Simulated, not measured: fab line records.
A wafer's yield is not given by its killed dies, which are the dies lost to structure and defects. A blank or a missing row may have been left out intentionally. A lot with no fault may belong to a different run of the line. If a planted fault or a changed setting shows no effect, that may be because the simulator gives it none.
Matching of chambers | flow sky130 | cmp-01 running SKY_VIA3_CMP_02: 4 sister chambers
The step polishes SiO2. 4 wafers are shown with their chamber, then 12 later ones without.

WAFERS PAIRED WITH THEIR CHAMBERS
wafer  | chamber | motor-current-A (A)
L086.3 | 3       | 12.8
L090.5 | 2       | 12.9
L091.5 | 0       | 12.1
L091.6 | 1       | 10.8

WAFERS WITH NO CHAMBER GIVEN
wafer  | motor-current-A (A)
L092.1 | 12.7
L092.3 | 12.2
L092.6 | 12.5
L093.2 | 11.8
L093.5 | 9.9
L093.6 | 11.8
L095.1 | 12.7
L095.4 | 12.8
L095.6 | 12.5
L096.2 | 12.1
L096.3 | 10.5
L096.6 | 12.5

EACH ONE'S CHAMBER
wafer  | from the rows above          | in truth
L092.1 | can't be placed: 3 or 2 or 0 | 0
L092.3 | can't be placed: 0 or 3 or 2 | 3
L092.6 | can't be placed: 3 or 0 or 2 | 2
L093.2 | 0                            | 0
L093.5 | 1                            | 1
L093.6 | 0                            | 0
L095.1 | can't be placed: 3 or 2 or 0 | 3
L095.4 | can't be placed: 3 or 2      | 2
L095.6 | can't be placed: 3 or 0 or 2 | 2
L096.2 | 0                            | 0
L096.3 | 1                            | 1
L096.6 | can't be placed: 3 or 0 or 2 | 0
5 of 12 placed correctly. Can't be placed from these rows: 7 (the true chamber is among the candidates in 7). Placed wrongly: 0.
How it was worked out, from the rows above alone: a wafer's distance from a chamber is the root of the sum, over the readings, of the square of ((its reading less the chamber's mean) divided by the reading's scatter). The wafer belongs to the nearest chamber; if the next one is less than 2 further off, it can't be placed. For every chamber, the mean is computed from those of its wafers that are shown. The scatter (one wafer shown for each chamber): square how far every hidden wafer sits from the nearest shown wafer, average those squares and take the square root.
